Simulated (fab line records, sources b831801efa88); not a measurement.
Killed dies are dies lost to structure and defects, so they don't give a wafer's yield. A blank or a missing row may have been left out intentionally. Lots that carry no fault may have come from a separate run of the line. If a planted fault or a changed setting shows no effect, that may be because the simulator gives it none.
Which tool is to blame? / flow sky130 / at 1 step of a route of 708, 15 lots with 45 wafers sampled

## WHAT EACH GAUGE READ, for each wafer
SKY_METAL2_THK_MEAS_06: measures by xrf.
lot=L337; measured=day 34 05:32; on=film-metro-03; METAL2_ALCU_THK (nm)=242 240 241
lot=L339; measured=day 34 20:08; on=film-metro-04; METAL2_ALCU_THK (nm)=237 243 235
lot=L340; measured=day 35 06:39; on=film-metro-01; METAL2_ALCU_THK (nm)=244 241 241
lot=L341; measured=day 35 14:04; on=film-metro-01; METAL2_ALCU_THK (nm)=238 239 241
lot=L342; measured=day 35 17:26; on=film-metro-01; METAL2_ALCU_THK (nm)=246 240 240
lot=L343; measured=day 36 02:20; on=film-metro-03; METAL2_ALCU_THK (nm)=243 241 239
lot=L344; measured=day 36 10:58; on=film-metro-03; METAL2_ALCU_THK (nm)=248 250 246
lot=L345; measured=day 36 23:31; on=film-metro-03; METAL2_ALCU_THK (nm)=239 243 240
lot=L352; measured=day 38 23:26; on=film-metro-01; METAL2_ALCU_THK (nm)=242 240 244
lot=L354; measured=day 39 14:59; on=film-metro-01; METAL2_ALCU_THK (nm)=243 238 238
lot=L355; measured=day 39 20:07; on=film-metro-04; METAL2_ALCU_THK (nm)=243 241 241
lot=L356; measured=day 40 00:44; on=film-metro-01; METAL2_ALCU_THK (nm)=246 242 241
lot=L358; measured=day 40 14:25; on=film-metro-01; METAL2_ALCU_THK (nm)=237 239 233
lot=L359; measured=day 40 20:08; on=film-metro-04; METAL2_ALCU_THK (nm)=253 250 251
lot=L360; measured=day 41 10:31; on=film-metro-01; METAL2_ALCU_THK (nm)=240 243 240

## WHAT TOOL EACH LOT RAN ON (gives the tool, then ch and the chambers of the sampled wafers, and finally the start)
The record holds no process step before these readings.

## WHAT THE TOOLS THEMSELVES READ (means of the sampled wafers that have a number; where no wafer has one, the mark that the record gives instead)
The record holds no such reading with a usual standard deviation.

## THE ANSWER, worked out from the rows above alone
Rule: the lots themselves supply what counts as usual. The widest of any qualifying gaps counts: lots, ordered by their means at a reading, are off when they make up no more than a third of the lots, leave a main group of 4 or more, and stand apart from it by 3 or more times the standard deviation of that group's means. The tables above print the reading to a certain number of digits; a main group whose means all agree to those digits is not used. A lot without any number at a reading at which 4 lots or more have one is off too. Any other lot the step has rows for is counted as sound. The gauges are gone through in route order, then the tools' own readings, and for those a lot's mean is taken as printed above. At the first step where some lot is off, the reading lying furthest off is the one used; lots without a number count as furthest.
No lot is off on any of the readings shown, so nothing can be concluded from this.

## WHAT THE SIMULATOR HAD PUT IN
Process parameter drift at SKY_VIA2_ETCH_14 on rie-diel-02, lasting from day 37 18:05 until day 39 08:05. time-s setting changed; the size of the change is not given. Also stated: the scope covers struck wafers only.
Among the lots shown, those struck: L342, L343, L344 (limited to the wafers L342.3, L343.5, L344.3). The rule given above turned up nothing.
